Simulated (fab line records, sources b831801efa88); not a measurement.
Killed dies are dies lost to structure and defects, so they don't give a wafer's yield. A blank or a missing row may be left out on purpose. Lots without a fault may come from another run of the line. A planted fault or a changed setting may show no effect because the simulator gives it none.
Chamber matching | flow sky130 | SKY_FIELD_ISO_CMP_27 on cmp-01: 4 sister chambers
The step polishes, stops on Si3N4, t overpolish 16 s, target thk 457.8 nm. 14 wafers are shown with their chamber, then 7 later ones without.

WAFERS WITH THEIR CHAMBER
wafer  | chamber | motor_current_A (A) | time_to_endpoint_s (s) | slurry_filter_dp_kPa (kPa)
L209.1 | 1       | 12.3                | 112                    | 13.48
L209.4 | 3       | 12.5                | 117                    | 13.58
L209.6 | 2       | 12.4                | 116                    | 13.42
L219.2 | 1       | 12.4                | 113                    | 13.40
L219.4 | 0       | 11.4                | 111                    | 13.62
L219.5 | 1       | 11.2                | 107                    | 13.54
L220.1 | 1       | 11.4                | 110                    | 13.62
L220.2 | 2       | 11.3                | 112                    | 13.56
L220.4 | 3       | 12.5                | 111                    | 13.75
L222.4 | 0       | 11.6                | 105                    | 13.37
L222.5 | 2       | 11.7                | 112                    | 13.65
L222.6 | 3       | 13.0                | 106                    | 13.45
L223.3 | 1       | 12.1                | 107                    | 13.47
L223.4 | 2       | 11.4                | 112                    | 13.49

SIGNATURES (means of the wafers above)
reading              | chamber 0 | chamber 1 | chamber 2 | chamber 3 | scatter within a chamber
motor_current_A      | 11.500    | 11.880    | 11.700    | 12.667    | 0.46
time_to_endpoint_s   | 108.00    | 109.80    | 113.00    | 111.33    | 3.49
slurry_filter_dp_kPa | 13.4950   | 13.5020   | 13.5300   | 13.5933   | 0.115
Rule: a wafer's distance from a chamber is the root of the sum, over the readings, of the square of ((its reading less the chamber's mean) divided by the reading's scatter). The wafer belongs to the nearest chamber; if the next one is less than 2 further off, it can't be placed. The scatter: the root of (the sum of the squares of (reading less its chamber's mean) over the shown wafers, divided by (wafers less chambers)).

WAFERS WITHOUT THEIR CHAMBER
wafer  | motor_current_A (A) | time_to_endpoint_s (s) | slurry_filter_dp_kPa (kPa)
L223.5 | 11.5                | 106                    | 13.46
L224.2 | 11.7                | 112                    | 13.48
L224.3 | 12.0                | 116                    | 13.52
L224.4 | 11.3                | 115                    | 13.80
L225.3 | 11.8                | 111                    | 13.45
L225.5 | 12.0                | 109                    | 13.74
L225.6 | 11.7                | 112                    | 13.50

WHICH CHAMBER EACH WENT THROUGH
wafer  | from the rows above               | in truth
L223.5 | can't be placed: 0 or 1 or 2      | 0
L224.2 | can't be placed: 2 or 1 or 0 or 3 | 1
L224.3 | can't be placed: 2 or 1 or 3 or 0 | 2
L224.4 | can't be placed: 2 or 1 or 0 or 3 | 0
L225.3 | can't be placed: 1 or 2 or 0 or 3 | 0
L225.5 | can't be placed: 3 or 1 or 2 or 0 | 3
L225.6 | can't be placed: 2 or 1 or 0 or 3 | 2
Placed correctly: 0 of 7. Can't be placed from these rows: 7 (the true chamber is among the candidates in 7). Placed wrongly: 0.
